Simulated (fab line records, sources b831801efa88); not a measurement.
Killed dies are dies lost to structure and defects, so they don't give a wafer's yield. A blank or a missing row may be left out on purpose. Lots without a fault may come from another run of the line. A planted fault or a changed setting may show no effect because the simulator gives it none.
fab line records | flow sky130
record lots=7 wafers=21 last_day=50
route steps=708 shown VIA1@467 PAD_OPEN@708
lots that met no fault: from a run of the same line without faults
start_h: hours from the record's first day to the start of the lot's first wafer shown | wait_h: hours since the lot's step before | " the same as in the row above | L1.1+2: a row that stands for several wafers | - no value, or no start given | * or withheld: withheld | < > ~ a bound
route shown NAME@n: a module of which the file shows steps, and the number in the route of the first | usual: mean/standard deviation of fault-free wafers | same: alike in all rows | chamber/n: place in a boat | sites: the reading at each site | _std_site: their standard deviation | _edge_site: outer sites' mean less inner sites' | radius_mm: how far each site lies from the wafer's centre | mask NAME#n: copy n | behind: the tool/chamber that last shaped the wafer | hold: why the lot was held/for how many hours/how that ended | device: the transistor (n, p or np) that didn't switch | end of line: the same wafers' tests at the end of the route | a step without rows: its recipe alone | killed: dies lost to structure and defects at the first sort, not the wafer's yield | map: a wafer's dies, x killed, . not, _ none there
set.NAME: the setting as run; set.NAME@STEP: as run at that earlier step | model.NAME: the simulator's own value behind a step, which no gauge read
lots at some steps of the route; a table a step, a row a wafer
services: from which hour (start_h, from the record's first day; less than 0 if before it) a tool's chamber was out of use, for how many hours, and why
## steps
# step SKY_VIA1_EXPOSE_09
# recipe mask_id=VIM na=0.8 source_shape=annular sigma_inner=0.55 sigma_outer=0.85 target_cd_nm=150 dose_mj=38
# step SKY_VIA1_PEB_10
# recipe peb_temp_c=withheld peb_time_s=withheld resist=KrF-thick
# step SKY_VIA1_DEVELOP_11
# recipe develop_time_s=60 resist=KrF-thick dev_temp_c=21
# step SKY_VIA1_CD_MEAS_12
# recipe target_cd_nm=150
# usual cd_nm=149.5/2.2
# columns lot.wafer tool chamber start_h wait_h cd_nm
L835.2 cd_sem-01 - 821.56 - 149.8
L835.3 " - " " 147.6
L835.4 " - " " 149.1
L837.4 cd_sem-02 - 838.35 - 152.3
L837.5 " - " " 151.9
L837.6 " - " " 151.0
L839.3 cd_sem-01 - 849.08 - 148.3
L839.5 " - " " 149.8
L839.6 " - " " 148.1
L840.1 cd_sem-02 - 856.24 - 150.5
L840.2 " - " " 149.0
L840.4 " - " " 151.5
L844.2 cd_sem-01 - 887.16 - 150.9
L844.4 " - " " 153.6
L844.5 " - " " 153.1
L850.1 cd_sem-02 - 958.98 - 147.1
L850.2 " - " " 147.5
L850.3 " - " " 148.3
L854.1 cd_sem-01 - 968.19 - 146.1
L854.2 " - " " 148.1
L854.3 " - " " 146.5
# step SKY_VIA1_OVL_MEAS_13
# usual VIA1_OVL=-2/5.9
# columns lot.wafer tool chamber start_h wait_h VIA1_OVL[nm]
L835.2 overlay-02 - 821.66 0.1 -3
L835.3 " - " " 6
L835.4 " - " " 5
L837.4 overlay-02 - 838.43 0.1 -6
L837.5 " - " " -9
L837.6 " - " " -6
L839.3 overlay-02 - 849.17 0.1 0
L839.5 " - " " -3
L839.6 " - " " -1
L840.1 overlay-02 - 856.36 0.1 8
L840.2 " - " " 6
L840.4 " - " " 2
L844.2 overlay-01 - 887.27 0.1 -8
L844.4 " - " " -5
L844.5 " - " " -5
L850.1 overlay-01 - 959.10 0.1 -6
L850.2 " - " " -3
L850.3 " - " " -6
L854.1 overlay-01 - 968.31 0.1 -2
L854.2 " - " " 2
L854.3 " - " " -3
# step SKY_VIA1_ETCH_14
# recipe chemistry=N2/H2 target=BARC ion_energy_ev=200 source_w=500 bias_w=100 pressure_mtorr=30 n2_flow_sccm=100 h2_flow_sccm=200 stop_on=SiO2 time_s=45.9 target_depth_a=600
# usual drypump_motor_current_A=5.9/0.49 n2_flow_sccm=100.0/0.32 oes_product_au=0.854/0.0044 throttle_valve_pct=13.225/0.0092
# columns lot.wafer tool chamber start_h wait_h drypump_motor_current_A n2_flow_sccm oes_product_au rf_hours_counter_h throttle_valve_pct
L835.2 rie_diel-03 2 821.69 0.0 6.2 99.9 0.856 1 13.212
L835.3 " 3 " " 6.0 100.2 0.852 6 13.222
L835.4 " 0 " " 6.4 99.8 0.856 13 13.233
L837.4 rie_diel-02 3 838.44 0.0 6.3 99.9 0.849 11 13.222
L837.5 " 0 " " 5.0 99.8 0.853 - 13.213
L837.6 " 3 " " 6.3 100.3 0.852 - 13.213
L839.3 rie_diel-01 2 849.20 0.0 6.3 99.6 0.845 7 13.229
L839.5 " 2 " " 6.2 100.3 0.848 - 13.233
L839.6 " 1 " " 6.1 100.0 0.849 - 13.226
L840.1 rie_diel-03 1 856.40 0.0 5.5 99.7 0.854 0 13.250
L840.2 " 0 " " 6.4 99.7 0.851 14 13.223
L840.4 " 3 " " 6.0 100.0 0.853 - 13.229
L844.2 rie_diel-03 3 887.30 0.0 6.0 100.5 0.857 8 13.234
L844.4 " 0 " " 6.4 100.2 0.862 16 13.226
L844.5 " 2 " " 6.2 100.8 0.855 - 13.214
L850.1 rie_diel-01 2 959.14 0.0 6.2 99.9 0.851 10 13.220
L850.2 " 0 " " 5.6 99.8 0.851 13 13.224
L850.3 " 1 " " 6.1 100.6 0.847 14 13.226
L854.1 rie_diel-03 0 968.34 0.0 6.3 100.6 0.851 18 13.233
L854.2 " 2 " " 6.2 100.2 0.848 5 13.234
L854.3 " 1 " " 5.5 100.0 0.850 4 13.221
# step SKY_VIA1_ETCH_15
# recipe target=SiO2 chemistry=C4F8/O2/Ar target_depth_nm=351 stop_on=TiN mask_material=KrF-thick source_w=1500 bias_w=1200 pressure_mtorr=40 c4f8_flow_sccm=withheld O2_flow_sccm=6 Ar_flow_sccm=300 time_s=54
# usual oes_product_au=0.981/0.0053
# columns lot.wafer tool chamber start_h wait_h oes_product_au rf_hours_counter_h
L835.2 rie_diel-03 2 821.74 0.0 0.990 1
L835.3 " 3 " " 0.983 6
L835.4 " 0 " " 0.980 13
L837.4 rie_diel-02 3 838.49 0.0 0.986 11
L837.5 " 0 " " 0.983 -
L837.6 " 3 " " 0.989 -
L839.3 rie_diel-01 2 849.24 0.0 0.969 7
L839.5 " 2 " " 0.973 -
L839.6 " 1 " " 0.975 -
L840.1 rie_diel-03 1 856.44 0.0 0.983 0
L840.2 " 0 " " 0.970 14
L840.4 " 3 " " 0.982 -
L844.2 rie_diel-03 3 887.34 0.0 0.985 8
L844.4 " 0 " " 0.972 16
L844.5 " 2 " " 0.975 -
L850.1 rie_diel-01 2 959.18 0.0 0.982 10
L850.2 " 0 " " 0.978 14
L850.3 " 1 " " 0.977 14
L854.1 rie_diel-03 0 968.38 0.0 0.970 18
L854.2 " 2 " " 0.980 5
L854.3 " 1 " " 0.979 4
# step SKY_VIA1_STRIP_16
# recipe chemistry=O2/N2 power_w=1400 pressure_mtorr=1500 platen_temp_c=withheld o2_flow_sccm=3000 n2_flow_sccm=300 overash_fraction=0.5
# usual drypump_motor_current_A=5.8/0.41 n2_flow_sccm=300.1/0.9 oes_product_au=0.415/0.0047 strip_time_to_endpoint_s=4.448/0.017
# columns lot.wafer tool chamber start_h wait_h drypump_motor_current_A n2_flow_sccm oes_product_au rf_hours_counter_h strip_time_to_endpoint_s
L835.2 plasma_asher-04 1 821.78 0.0 5.8 300.2 0.409 70 4.437
L835.3 " 1 " " 5.8 300.6 0.419 - 4.448
L835.4 " 0 " " 6.3 301.0 0.415 - 4.477
L837.4 plasma_asher-01 1 838.57 0.1 5.7 299.2 0.414 - 4.423
L837.5 " 1 " " 5.7 299.0 0.413 - 4.455
L837.6 " 0 " " 6.1 300.1 0.419 - 4.450
L839.3 plasma_asher-04 0 849.32 0.1 6.3 300.0 0.422 - 4.443
L839.5 " 0 " " 6.3 301.1 0.407 - 4.449
L839.6 " 1 " " 5.8 298.9 0.415 - 4.460
L840.1 plasma_asher-03 0 856.48 0.0 5.0 298.5 0.416 40 4.456
L840.2 " 1 " " 6.1 301.3 0.411 40 4.470
L840.4 " 0 " " 4.9 299.1 0.417 - 4.466
L844.2 plasma_asher-04 0 887.38 0.0 6.3 300.3 0.414 78 4.442
L844.4 " 0 " " 6.3 301.0 0.419 - 4.446
L844.5 " 1 " " 5.8 300.7 0.415 - 4.459
L850.1 plasma_asher-03 1 959.23 0.0 6.1 298.4 0.423 50 4.442
L850.2 " 0 " " 4.9 299.7 0.409 50 4.421
L850.3 " 1 " " 6.1 299.3 0.407 - 4.442
L854.1 plasma_asher-01 0 968.43 0.0 6.1 299.8 0.413 112 4.440
L854.2 " 1 " " 5.7 300.4 0.407 112 4.446
L854.3 " 0 " " 6.1 300.5 0.414 - 4.421
# step SKY_VIA1_STRIP_17
# recipe chemistry=post_etch_residue_remover time_s=1200 temp_c=72.5
# step SKY_VIA1_CLEAN_18
# recipe chemistry=IPA time_s=180 temp_c=25
# step SKY_VIA1_CLEAN_19
# recipe chemistry=O3/DIW dry=n2_spin
# step SKY_VIA1_SPUTTER_20
# recipe material=TiN target_thk_nm=20 chamber_pressure_pa=5 power_w=4000 time_s=80
# usual throttle_valve_pct=30.2/1.2
# columns lot.wafer tool chamber start_h wait_h throttle_valve_pct
L835.2 pvd_sputter-02 - 822.38 0.0 29.4
L835.3 " - " " 30.3
L835.4 " - " " 32.5
L837.4 pvd_sputter-02 - 839.13 0.0 29.5
L837.5 " - " " 32.5
L837.6 " - " " 30.3
L839.3 pvd_sputter-02 - 849.98 0.0 32.2
L839.5 " - " " 30.2
L839.6 " - " " 28.8
L840.1 pvd_sputter-01 - 857.08 0.0 30.1
L840.2 " - " " 31.2
L840.4 " - " " 30.2
L844.2 pvd_sputter-04 - 888.02 0.0 28.5
L844.4 " - " " 29.4
L844.5 " - " " 29.4
L850.1 pvd_sputter-02 - 959.96 0.0 32.4
L850.2 " - " " 28.7
L850.3 " - " " 29.7
L854.1 pvd_sputter-01 - 969.15 0.0 29.9
L854.2 " - " " 30.4
L854.3 " - " " 31.5
# step SKY_VIA1_CVD_21
# recipe material=W target_thk_nm=270 time_s=80.902 temp_c=400 pressure_torr=40
# usual chamber_pressure_Torr=40.01/0.097 heater_power_w=814/64 susceptor_temp_C=400.01/0.24
# columns lot.wafer tool chamber start_h wait_h chamber_pressure_Torr heater_power_w since_wet_clean_h susceptor_temp_C model.W_of_VIA1_CVD_21.thk_nm
L835.2 cvd_w-02 1 822.44 0.0 39.99 874 918 399.67 269.7
L835.3 " 0 " " 39.93 777 - 399.73 272.6
L835.4 " 1 " " 39.94 870 - 400.08 270.5
L837.4 cvd_w-02 1 839.23 0.1 39.97 850 - 399.90 245.9
L837.5 " 0 " " 39.93 779 - 400.22 270.4
L837.6 " 1 " " 39.85 859 - 399.63 248.3
L839.3 cvd_w-02 1 850.07 0.1 39.90 887 - 400.24 267.7
L839.5 " 0 " " 39.91 798 - 399.69 273.9
L839.6 " 1 " " 40.02 880 - 399.70 249
L840.1 cvd_w-02 1 857.14 0.0 40.09 847 953 399.82 266.6
L840.2 " 0 " " 40.14 780 953 400.19 246.4
L840.4 " 0 " " 40.14 786 - 400.05 245.3
L844.2 cvd_w-01 1 888.08 0.0 40.11 914 484 399.96 270.3
L844.4 " 0 " " 40.01 728 - 399.83 267.9
L844.5 " 0 " " 40.05 721 - 399.45 268.5
L850.1 cvd_w-01 1 960.02 0.0 40.05 900 556 400.15 268.9
L850.2 " 0 " " 40.18 706 556 399.87 268.1
L850.3 " 1 " " 40.12 888 - 400.57 269.7
L854.1 cvd_w-01 1 969.21 0.0 40.09 921 565 400.07 271.3
L854.2 " 0 " " 39.95 739 565 400.59 272.5
L854.3 " 0 " " 40.01 742 - 400.23 270.8
# step SKY_VIA1_RS_MEAS_22
# recipe thk_meas_gauge=four-point-probe reads=W_of_VIA1_CVD_21+TiN_of_VIA1_SPUTTER_20
# usual VIA1_W_RS=0.426/0.0035
# columns lot.wafer tool chamber start_h wait_h VIA1_W_RS[ohm/sq]
L835.2 film_metro-01 - 822.55 0.1 0.426
L835.3 " - " " 0.422
L835.4 " - " " 0.426
L837.4 film_metro-02 - 839.35 0.1 0.469
L837.5 " - " " 0.426
L837.6 " - " " 0.464
L839.3 film_metro-03 - 850.17 0.1 0.432
L839.5 " - " " 0.421
L839.6 " - " " 0.464
L840.1 film_metro-02 - 857.23 0.1 0.432
L840.2 " - " " 0.468
L840.4 " - " " 0.470
L844.2 film_metro-03 - 888.19 0.1 0.427
L844.4 " - " " 0.430
L844.5 " - " " 0.430
L850.1 film_metro-03 - 960.11 0.1 0.429
L850.2 " - " " 0.429
L850.3 " - " " 0.427
L854.1 film_metro-03 - 969.31 0.1 0.425
L854.2 " - " " 0.423
L854.3 " - " " 0.425
# step SKY_VIA1_THK_MEAS_23
# recipe thk_meas_gauge=xrf reads=W_of_VIA1_CVD_21
# usual VIA1_W_THK=258/3.1
# columns lot.wafer tool chamber start_h wait_h VIA1_W_THK[nm]
L835.2 film_metro-01 - 822.66 0.1 256
L835.3 " - " " 259
L835.4 " - " " 258
L837.4 film_metro-02 - 839.44 0.1 233
L837.5 " - " " 256
L837.6 " - " " 235
L839.3 film_metro-03 - 850.27 0.1 256
L839.5 " - " " 261
L839.6 " - " " 238
L840.1 film_metro-02 - 857.35 0.1 253
L840.2 " - " " 235
L840.4 " - " " 234
L844.2 film_metro-03 - 888.30 0.1 261
L844.4 " - " " 259
L844.5 " - " " 260
L850.1 film_metro-03 - 960.23 0.1 261
L850.2 " - " " 261
L850.3 " - " " 261
L854.1 film_metro-03 - 969.43 0.1 263
L854.2 " - " " 265
L854.3 " - " " 262
# step SKY_VIA1_CMP_24
# recipe stop_on=SiO2 t_overpolish_s=15 down_force_psi=3.5 platen_rpm=60 target_thk_nm=0 pad_velocity_m_s=0.94248
# usual motor_current_A=10.4/1
# columns lot.wafer tool chamber start_h wait_h motor_current_A
L835.2 cmp-01 0 822.71 0.0 10.0
L835.3 " 1 " " 8.9
L835.4 " 2 " " 10.7
L837.4 cmp-02 2 839.47 0.0 9.8
L837.6 " 2 " " 9.8
L837.5 " 3 " " 12.5
L839.3 cmp-01 0 850.41 0.1 10.5
L839.5 " 2 " " 10.8
L839.6 " 3 " " 9.4
L840.1 cmp-01 2 857.66 0.3 11.2
L840.2 " 3 " " 10.1
L840.4 " 1 " " 9.3
L844.2 cmp-02 1 888.40 0.1 9.4
L844.4 " 2 " " 10.5
L844.5 " 0 " " 11.5
L850.1 cmp-01 3 960.29 0.1 9.7
L850.3 " 1 " " 9.9
L850.2 " 2 " " 10.8
L854.2 cmp-01 1 969.49 0.0 9.5
L854.3 " 2 " " 10.8
L854.1 " 3 " " 10.4
# step SKY_PAD_OPEN_PROBE_99
# usual defect_limited_yield=82.6/2 killed_at_M0_to_M3=43/7.3 killed_at_M4_up=3.1/1.7 killed_at_contacts=24/4.7 killed_at_front_end=15/4.6 killed_at_other=0.3/0.55 killed_dies=86/9.7 killed_open=47/6.7 killed_short=39/6.5 sort_bin_3_pad_short=0.9/0.41 sort_bin_5_function=10.3/1.5 sort_bin_6_memory=6.2/1.1 sort_n_pass=406/9.7 sort_yield_pct=82.6/2
# same gross_dies=492 killed_at_back_side=0 sort_bin_4_leakage[%]=0 sort_bin_8_speed[%]=0
# columns lot.wafer tool chamber start_h wait_h defect_limited_yield[%] killed_at_M0_to_M3 killed_at_M4_up killed_at_contacts killed_at_front_end killed_at_other killed_dies killed_open killed_short sort_bin_3_pad_short[%] sort_bin_5_function[%] sort_bin_6_memory[%] sort_n_pass sort_yield_pct[%]
L835.2 prober-02 - 1099.42 0.1 81.9 43 3 27 16 0 89 53 36 0.4 10.2 7.5 403 81.9
L835.3 prober-02 - 1099.47 0.2 82.3 38 1 28 20 0 87 46 41 1.0 8.9 7.7 405 82.3
L835.4 prober-02 - 1099.52 0.2 85.0 43 1 16 14 0 74 43 31 0 10.2 4.9 418 85.0
L837.4 prober-01 - 1110.10 0.2 81.1 51 3 25 14 0 93 49 44 1.0 10.2 7.7 399 81.1
L837.5 prober-01 - 1110.15 0.2 80.9 47 5 21 20 1 94 52 42 0.8 10.4 7.9 398 80.9
L837.6 prober-01 - 1110.20 0.2 83.5 42 3 25 10 1 81 50 31 0.6 10.0 5.9 411 83.5
L839.3 prober-01 - 1118.21 0.2 82.7 42 4 20 19 0 85 44 41 0.4 12.8 4.1 407 82.7
L839.5 prober-01 - 1118.31 0.2 78.3 51 5 29 20 2 107 58 49 1.0 12.8 7.9 385 78.3
L839.6 prober-01 - 1118.36 0.2 82.3 50 5 23 9 0 87 51 36 0.2 10.2 7.3 405 82.3
L840.1 prober-02 - 1123.65 0.1 82.5 50 3 25 8 0 86 40 46 1.2 10.8 5.5 406 82.5
L840.2 prober-02 - 1123.70 0.1 81.3 45 3 27 16 1 92 49 43 1.0 11.4 6.3 400 81.3
L840.4 prober-02 - 1123.80 0.2 83.1 49 1 21 12 0 83 48 35 0 11.0 5.9 409 83.1
L844.2 prober-01 - 1145.65 0.1 82.9 42 4 23 15 0 84 41 43 0.4 10.0 6.7 408 82.9
L844.4 prober-01 - 1145.75 0.2 81.9 45 6 23 15 0 89 46 43 0.8 11.0 6.3 403 81.9
L844.5 prober-01 - 1145.80 0.2 82.1 42 6 27 13 0 88 39 49 0.6 10.2 7.1 404 82.1
L850.1 prober-02 - 1195.26 0.1 86.4 32 2 18 15 0 67 36 31 0.4 7.3 5.9 425 86.4
L850.2 prober-02 - 1195.31 0.1 84.6 40 4 19 13 0 76 44 32 0.4 9.8 5.3 416 84.6
L850.3 prober-02 - 1195.36 0.2 81.7 45 3 31 10 1 90 48 42 0.6 11.8 5.9 402 81.7
L854.1 prober-02 - 1202.80 0.1 85.2 29 4 27 13 0 73 46 27 1.4 7.7 5.7 419 85.2
L854.2 prober-02 - 1202.85 0.1 80.3 53 0 26 17 1 97 49 48 0.8 10.8 8.1 395 80.3
L854.3 prober-02 - 1202.90 0.2 81.5 51 3 23 14 0 91 47 44 1.0 11.0 6.5 401 81.5
# killed by level:class
L835.2 VIA1:geometric_particle:open=14 LI_CONTACT:geometric_particle:open=8 CONTACT:geometric_particle:open=8 VIA2:geometric_particle:open=8 FIELD_ISO:geometric_particle:open=6 LOCAL_INTERCONNECT:geometric_particle:short=6 VIA1:geometric_particle:short=6 METAL1:geometric_particle:short=4
L835.3 CONTACT:geometric_particle:open=10 VIA1:geometric_particle:open=7 LI_CONTACT:geometric_particle:open=6 FIELD_ISO:geometric_particle:open=5 POLY_GATE:geometric_particle:short=5 VIA1:geometric_particle:short=5 METAL2:geometric_particle:short=5 METAL1:geometric_particle:short=5
L835.4 VIA3:geometric_particle:open=7 VIA1:geometric_particle:open=7 VIA2:geometric_particle:open=6 METAL2:geometric_particle:short=6 LI_CONTACT:geometric_particle:open=5 METAL1:geometric_particle:open=5 METAL1:geometric_particle:short=4 CONTACT:geometric_particle:short=4
L837.4 CONTACT:geometric_particle:open=11 VIA1:geometric_particle:open=10 VIA2:geometric_particle:open=9 LI_CONTACT:geometric_particle:short=5 VIA1:geometric_particle:short=5 VIA2:geometric_particle:short=5 VIA3:geometric_particle:open=5 VIA3:geometric_particle:short=4
L837.5 VIA3:geometric_particle:open=10 VIA1:geometric_particle:open=9 LI_CONTACT:geometric_particle:open=8 VIA2:geometric_particle:open=8 VIA1:geometric_particle:short=8 POLY_GATE:geometric_particle:short=7 POLY_GATE:geometric_particle:open=5 CONTACT:geometric_particle:short=5
L837.6 LI_CONTACT:geometric_particle:open=10 VIA2:geometric_particle:open=10 VIA1:geometric_particle:open=8 VIA3:geometric_particle:open=7 CONTACT:geometric_particle:open=6 FIELD_ISO:geometric_particle:short=4 CONTACT:geometric_particle:short=4 VIA2:geometric_particle:short=4
L839.3 VIA1:geometric_particle:open=9 CONTACT:geometric_particle:open=8 POLY_GATE:geometric_particle:short=7 VIA3:geometric_particle:open=7 METAL1:geometric_particle:short=5 VIA1:geometric_particle:short=5 VIA3:geometric_particle:short=4 CONTACT:geometric_particle:short=4
L839.5 VIA1:geometric_particle:open=14 CONTACT:geometric_particle:open=12 VIA3:geometric_particle:open=8 VIA2:geometric_particle:open=7 FIELD_ISO:geometric_particle:open=6 POLY_GATE:geometric_particle:short=6 VIA1:geometric_particle:short=6 FIELD_ISO:geometric_particle:short=4
L839.6 VIA1:geometric_particle:open=16 LI_CONTACT:geometric_particle:open=8 CONTACT:geometric_particle:open=7 METAL1:geometric_particle:short=7 VIA3:geometric_particle:open=6 CONTACT:geometric_particle:short=5 VIA2:geometric_particle:open=5 METAL2:geometric_particle:short=5
L840.1 METAL1:geometric_particle:short=12 CONTACT:geometric_particle:open=9 VIA1:geometric_particle:open=8 VIA1:geometric_particle:short=7 LOCAL_INTERCONNECT:geometric_particle:short=6 LI_CONTACT:geometric_particle:open=5 VIA2:geometric_particle:open=5 VIA3:geometric_particle:open=5
L840.2 CONTACT:geometric_particle:open=10 CONTACT:geometric_particle:short=7 METAL1:geometric_particle:short=7 VIA1:geometric_particle:short=7 VIA1:geometric_particle:open=6 LI_CONTACT:geometric_particle:open=5 VIA3:geometric_particle:short=5 FIELD_ISO:geometric_particle:open=4
L840.4 VIA1:geometric_particle:open=14 POLY_GATE:geometric_particle:open=8 CONTACT:geometric_particle:open=8 METAL2:geometric_particle:open=6 LOCAL_INTERCONNECT:geometric_particle:short=5 METAL1:geometric_particle:short=5 LI_CONTACT:geometric_particle:short=4 VIA3:geometric_particle:open=4
L844.2 LOCAL_INTERCONNECT:geometric_particle:short=9 VIA1:geometric_particle:open=9 VIA2:geometric_particle:open=6 VIA1:geometric_particle:short=5 METAL2:geometric_particle:short=5 LI_CONTACT:geometric_particle:open=5 VIA3:geometric_particle:open=5 METAL3:geometric_particle:short=5
L844.4 VIA1:geometric_particle:open=10 LI_CONTACT:geometric_particle:open=8 METAL1:geometric_particle:short=8 POLY_GATE:geometric_particle:open=7 VIA3:geometric_particle:open=6 CONTACT:geometric_particle:open=5 VIA1:geometric_particle:short=5 LOCAL_INTERCONNECT:geometric_particle:short=4
L844.5 VIA1:geometric_particle:open=13 METAL1:geometric_particle:short=8 CONTACT:geometric_particle:short=7 FIELD_ISO:geometric_particle:short=6 LI_CONTACT:geometric_particle:open=6 LOCAL_INTERCONNECT:geometric_particle:short=6 POLY_GATE:geometric_particle:short=5 CONTACT:geometric_particle:open=5
L850.1 CONTACT:geometric_particle:open=7 LI_CONTACT:geometric_particle:open=6 METAL1:geometric_particle:short=6 FIELD_ISO:geometric_particle:short=5 VIA1:geometric_particle:open=5 FIELD_ISO:geometric_particle:open=4 VIA1:geometric_particle:short=4 VIA3:geometric_particle:open=4
L850.2 CONTACT:geometric_particle:open=11 VIA1:geometric_particle:open=9 METAL2:geometric_particle:short=7 METAL1:geometric_particle:short=6 VIA3:geometric_particle:open=5 FIELD_ISO:geometric_particle:open=4 FIELD_ISO:geometric_particle:short=4 LI_CONTACT:geometric_particle:open=4
L850.3 CONTACT:geometric_particle:open=11 VIA2:geometric_particle:open=9 VIA1:geometric_particle:open=9 FIELD_ISO:geometric_particle:short=5 VIA3:geometric_particle:open=5 LI_CONTACT:geometric_particle:open=5 LOCAL_INTERCONNECT:geometric_particle:short=5 VIA1:geometric_particle:short=5
L854.1 CONTACT:geometric_particle:open=14 VIA2:geometric_particle:open=9 LI_CONTACT:geometric_particle:open=5 VIA1:geometric_particle:open=5 FIELD_ISO:geometric_particle:short=4 METAL1:geometric_particle:open=4 METAL4:geometric_particle:short=4 FIELD_ISO:geometric_particle:open=3
L854.2 METAL2:geometric_particle:short=11 CONTACT:geometric_particle:open=9 VIA1:geometric_particle:open=9 VIA2:geometric_particle:open=8 VIA3:geometric_particle:open=8 SPACER:geometric_particle:short=6 LI_CONTACT:geometric_particle:open=6 POLY_GATE:geometric_particle:open=5
L854.3 VIA1:geometric_particle:open=14 CONTACT:geometric_particle:open=9 METAL2:geometric_particle:short=8 FIELD_ISO:geometric_particle:open=7 METAL1:geometric_particle:short=7 VIA2:geometric_particle:open=7 LI_CONTACT:geometric_particle:short=5 LI_CONTACT:geometric_particle:open=5
## services
# columns tool chamber start_h hours kind
rie_diel-03 2 800.25 2.5 repair
plasma_asher-03 - 814.14 14.6 pm
cvd_w-02 - 819.55 0.5 repair
cmp-02 - 821.57 5.7 pm
plasma_asher-01 - 823.15 2.8 pm
cmp-02 - 827.78 5.6 repair
cmp-02 - 833.09 1.8 repair
rie_diel-03 - 835.11 14.6 pm
rie_diel-01 - 843.05 1.0 repair
rie_diel-02 - 848.72 14.6 pm
rie_diel-03 2 852.17 11.4 repair
cvd_w-01 - 857.00 6.9 pm
pvd_sputter-02 - 885.21 1.6 repair
cmp-01 - 888.45 1.7 repair
cmp-01 - 890.97 1.5 repair
cvd_w-02 - 904.00 14.0 pm
cmp-01 - 904.37 2.8 repair
cmp-01 - 917.49 5.7 pm
rie_diel-01 1 935.15 2.9 repair
cvd_w-01 - 944.12 14.6 pm
cmp-01 - 957.31 2.5 repair
rie_diel-03 1 958.29 3.3 repair
pvd_sputter-02 - 963.30 0.5 repair
rie_diel-01 1 968.29 5.3 repair
## key
first_sign step=SKY_VIA1_RS_MEAS_22 reading=VIA1_W_RS direction=up sigmas=12 usual=0.426 struck=0.467
effect step=SKY_VIA1_THK_MEAS_23 reading=VIA1_W_THK direction=down sigmas=7.5 usual=258 struck=235
model_effect step=SKY_VIA1_CVD_21 value=W_of_VIA1_CVD_21.thk_nm without=267.7 struck=247
met_at SKY_VIA1_CVD_21
struck_wafers L837.4,L837.6,L839.6,L840.2,L840.4
onset_between 822.44 839.23
fault kind=process_parameter_drift tool=cvd_w-02 chamber=- onset_h=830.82 steps=SKY_VIA1_CVD_21 channel=target_thk_nm offset=-20.696 shape=step end_h=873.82 scope=struck_wafers_only acts_in=these_recipes_only stated=270
